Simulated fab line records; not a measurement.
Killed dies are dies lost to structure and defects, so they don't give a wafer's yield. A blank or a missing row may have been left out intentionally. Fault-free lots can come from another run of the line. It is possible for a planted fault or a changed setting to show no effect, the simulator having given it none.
Which tool did it? :: flow sky130 :: 11 lots, 33 wafers sampled, at 5 steps of a route of 708

WHAT EACH GAUGE READ, for each wafer
SKY_LDD_LDN_TW_MEAS_13. Usual: LDD_LDN_TW gives 1485 (standard deviation 11).
lot: L431
measured: day 22 15:31
on: film_metro-03
LDD_LDN_TW: 1481 1490 1487
flag: 

lot: L436
measured: day 25 02:34
on: film_metro-01
LDD_LDN_TW: 1494 1489 1492
flag: 

lot: L438
measured: day 25 12:48
on: film_metro-01
LDD_LDN_TW: 1494 1491 1496
flag: 

lot: L439
measured: day 26 01:46
on: film_metro-03
LDD_LDN_TW: 1497 1493 1485
flag: 

lot: L441
measured: day 26 23:34
on: film_metro-02
LDD_LDN_TW: 1469 1477 1471
flag: 

lot: L446
measured: day 28 03:21
on: film_metro-03
LDD_LDN_TW: 1496 1491 1496
flag: 

lot: L448
measured: day 28 20:33
on: film_metro-02
LDD_LDN_TW: 1478 1476 1480
flag: 

lot: L449
measured: day 29 12:58
on: film_metro-03
LDD_LDN_TW: 1486 1484 1480
flag: 

lot: L450
measured: day 29 20:17
on: film_metro-02
LDD_LDN_TW: 1469 1466 1458
flag: 

lot: L451
measured: day 30 02:37
on: film_metro-03
LDD_LDN_TW: 1492 1489 1495
flag: 

lot: L452
measured: day 30 03:52
on: film_metro-02
LDD_LDN_TW: 1466 1472 1471
flag: 

SKY_POLY_CUT_CD_MEAS_08 targets a cd of 270 nm. Usual: cd_nm at 270.1 nm, with a standard deviation of 1.2.
lot: L431
measured: day 24 01:30
on: cd_sem-01
cd_nm (nm): 270.9 270.9 269.8
flag: 

lot: L436
measured: day 26 09:32
on: cd_sem-01
cd_nm (nm): 269.1 269.3 270.8
flag: 

lot: L438
measured: day 26 19:27
on: cd_sem-01
cd_nm (nm): 270.3 271.3 270.1
flag: 

lot: L439
measured: day 27 07:55
on: cd_sem-02
cd_nm (nm): 270.1 269.1 270.2
flag: 

lot: L441
measured: day 28 05:04
on: cd_sem-01
cd_nm (nm): 269.2 270.2 270.1
flag: 

lot: L446
measured: day 29 10:43
on: cd_sem-01
cd_nm (nm): 268.7 268.7 269.5
flag: 

lot: L448
measured: day 30 02:49
on: cd_sem-01
cd_nm (nm): 272.1 270.0 270.1
flag: 

lot: L449
measured: day 30 18:56
on: cd_sem-02
cd_nm (nm): 270.6 272.2 271.5
flag: 

lot: L450
measured: day 31 01:46
on: cd_sem-02
cd_nm (nm): 270.1 271.7 270.5
flag: 

lot: L451
measured: day 31 07:39
on: cd_sem-01
cd_nm (nm): 271.7 271.3 271.5
flag: 

lot: L452
measured: day 31 10:00
on: cd_sem-02
cd_nm (nm): 269.9 270.1 269.6
flag: 

SKY_LI_CONTACT_THK_MEAS_01. Usual: LI_CONTACT_HDPCVD_THK gives 926 nm (standard deviation 9.2).
lot: L431
measured: day 27 18:54
on: film_metro-04
LI_CONTACT_HDPCVD_THK (nm): 932 926 918
flag: 

lot: L436
measured: day 30 00:39
on: film_metro-03
LI_CONTACT_HDPCVD_THK (nm): 929 926 922
flag: 

lot: L438
measured: day 30 09:45
on: film_metro-04
LI_CONTACT_HDPCVD_THK (nm): 407 403 918
flag: OFF

lot: L439
measured: day 30 22:59
on: film_metro-02
LI_CONTACT_HDPCVD_THK (nm): 407 940 421
flag: OFF

lot: L441
measured: day 31 18:23
on: film_metro-04
LI_CONTACT_HDPCVD_THK (nm): 425 943 926
flag: OFF

lot: L446
measured: day 32 22:37
on: film_metro-02
LI_CONTACT_HDPCVD_THK (nm): 933 922 916
flag: 

lot: L448
measured: day 33 16:16
on: film_metro-03
LI_CONTACT_HDPCVD_THK (nm): 928 916 919
flag: 

lot: L449
measured: day 34 05:51
on: film_metro-04
LI_CONTACT_HDPCVD_THK (nm): 921 936 945
flag: 

lot: L450
measured: day 34 12:53
on: film_metro-02
LI_CONTACT_HDPCVD_THK (nm): 927 938 919
flag: 

lot: L451
measured: day 34 18:05
on: film_metro-04
LI_CONTACT_HDPCVD_THK (nm): 925 916 921
flag: 

lot: L452
measured: day 34 20:07
on: film_metro-03
LI_CONTACT_HDPCVD_THK (nm): 935 921 947
flag: 

WHAT TOOL EACH LOT RAN ON (gives the tool, then ch and the chambers of the sampled wafers, and finally the start)
lot: L431
SKY_SD_N_RTA_14: rtp_anneal-01 ch 0, day 27 18:14
SKY_LI_CONTACT_HDPCVD_00: hdpcvd-01 ch 0,1,2, day 27 18:47

lot: L436
SKY_SD_N_RTA_14: rtp_anneal-02 ch 0, day 29 23:59
SKY_LI_CONTACT_HDPCVD_00: hdpcvd-02 ch 0,1,2, day 30 00:32

lot: L438
SKY_SD_N_RTA_14: rtp_anneal-02 ch 0, day 30 09:05
SKY_LI_CONTACT_HDPCVD_00: hdpcvd-02 ch 1,2, day 30 09:38

lot: L439
SKY_SD_N_RTA_14: rtp_anneal-01 ch 0, day 30 22:17
SKY_LI_CONTACT_HDPCVD_00: hdpcvd-02 ch 0,1, day 30 22:50

lot: L441
SKY_SD_N_RTA_14: rtp_anneal-01 ch 0, day 31 17:44
SKY_LI_CONTACT_HDPCVD_00: hdpcvd-02 ch 0,2, day 31 18:17

lot: L446
SKY_SD_N_RTA_14: rtp_anneal-02 ch 0, day 32 21:58
SKY_LI_CONTACT_HDPCVD_00: hdpcvd-01 ch 0,2, day 32 22:31

lot: L448
SKY_SD_N_RTA_14: rtp_anneal-01 ch 0, day 33 15:37
SKY_LI_CONTACT_HDPCVD_00: hdpcvd-01 ch 0,1,2, day 33 16:09

lot: L449
SKY_SD_N_RTA_14: rtp_anneal-02 ch 0, day 34 05:11
SKY_LI_CONTACT_HDPCVD_00: hdpcvd-02 ch 0,1, day 34 05:44

lot: L450
SKY_SD_N_RTA_14: rtp_anneal-01 ch 0, day 34 12:14
SKY_LI_CONTACT_HDPCVD_00: hdpcvd-02 ch 0,2, day 34 12:46

lot: L451
SKY_SD_N_RTA_14: rtp_anneal-02 ch 0, day 34 17:26
SKY_LI_CONTACT_HDPCVD_00: hdpcvd-02 ch 0,1, day 34 17:59

lot: L452
SKY_SD_N_RTA_14: rtp_anneal-01 ch 0, day 34 19:27
SKY_LI_CONTACT_HDPCVD_00: hdpcvd-02 ch 0,1,2, day 34 20:02
- SKY_SD_N_RTA_14: time 2 s.
- SKY_LI_CONTACT_HDPCVD_00: deposits PSG, target thk 930 nm, time 155 s.

WHAT THE TOOLS THEMSELVES READ (means of the sampled wafers that have a number; where no wafer has one, the mark that the record gives instead)
SKY_SD_N_RTA_14. Usual: lamp_power_pct 15.74 %, standard deviation 0.054; wafer_temp_C_max 1078.0, standard deviation 1.3.
lot: L431
tool: rtp_anneal-01
lamp_power_pct (%): 15.76
wafer_temp_C_max: 1077.8
flag: 

lot: L436
tool: rtp_anneal-02
lamp_power_pct (%): 15.69
wafer_temp_C_max: 1078.5
flag: 

lot: L438
tool: rtp_anneal-02
lamp_power_pct (%): 15.76
wafer_temp_C_max: 1078.1
flag: 

lot: L439
tool: rtp_anneal-01
lamp_power_pct (%): 15.79
wafer_temp_C_max: 1077.3
flag: 

lot: L441
tool: rtp_anneal-01
lamp_power_pct (%): 15.71
wafer_temp_C_max: 1078.2
flag: 

lot: L446
tool: rtp_anneal-02
lamp_power_pct (%): 15.72
wafer_temp_C_max: 1078.0
flag: 

lot: L448
tool: rtp_anneal-01
lamp_power_pct (%): 15.70
wafer_temp_C_max: 1078.8
flag: 

lot: L449
tool: rtp_anneal-02
lamp_power_pct (%): 15.74
wafer_temp_C_max: 1077.9
flag: 

lot: L450
tool: rtp_anneal-01
lamp_power_pct (%): 15.76
wafer_temp_C_max: 1078.4
flag: 

lot: L451
tool: rtp_anneal-02
lamp_power_pct (%): 15.75
wafer_temp_C_max: 1077.4
flag: 

lot: L452
tool: rtp_anneal-01
lamp_power_pct (%): 15.75
wafer_temp_C_max: 1077.3
flag: 

SKY_LI_CONTACT_HDPCVD_00. Usual: susceptor_temp_C at 599.96 C, with a standard deviation of 0.29.
lot: L431
tool: hdpcvd-01
susceptor_temp_C (C): 600.03
flag: 

lot: L436
tool: hdpcvd-02
susceptor_temp_C (C): 600.12
flag: 

lot: L438
tool: hdpcvd-02
susceptor_temp_C (C): 599.95
flag: 

lot: L439
tool: hdpcvd-02
susceptor_temp_C (C): 599.92
flag: 

lot: L441
tool: hdpcvd-02
susceptor_temp_C (C): 599.86
flag: 

lot: L446
tool: hdpcvd-01
susceptor_temp_C (C): 600.04
flag: 

lot: L448
tool: hdpcvd-01
susceptor_temp_C (C): 599.75
flag: 

lot: L449
tool: hdpcvd-02
susceptor_temp_C (C): 599.94
flag: 

lot: L450
tool: hdpcvd-02
susceptor_temp_C (C): 600.36
flag: 

lot: L451
tool: hdpcvd-02
susceptor_temp_C (C): 600.03
flag: 

lot: L452
tool: hdpcvd-02
susceptor_temp_C (C): 600.06
flag: 

THE ANSWER, worked out from the rows above alone
Rule: a lot counts as off when the mean over its wafers that have a number is more than 3 standard deviations away from the usual mean. Also off: a lot with no number at a reading for which 4 or more lots have one. Any other lot the step has rows for is counted as sound. After the gauges, taken in route order, come the tools' own readings; for these a lot's mean is taken, as printed above. At the first step where some lot is off, the reading lying furthest off is the one used; lots without a number count as furthest.
Off: L438, L439, L441, at SKY_LI_CONTACT_THK_MEAS_01 (LI_CONTACT_HDPCVD_THK).
If a tool, at a process step before that reading, ran all the lots that are off and no sound lot after the first of them, it fits. Gauges at SKY_LI_CONTACT_THK_MEAS_01: tried the same way as those tools. No candidate that was tried fits.

WHAT THE SIMULATOR HAD INSERTED
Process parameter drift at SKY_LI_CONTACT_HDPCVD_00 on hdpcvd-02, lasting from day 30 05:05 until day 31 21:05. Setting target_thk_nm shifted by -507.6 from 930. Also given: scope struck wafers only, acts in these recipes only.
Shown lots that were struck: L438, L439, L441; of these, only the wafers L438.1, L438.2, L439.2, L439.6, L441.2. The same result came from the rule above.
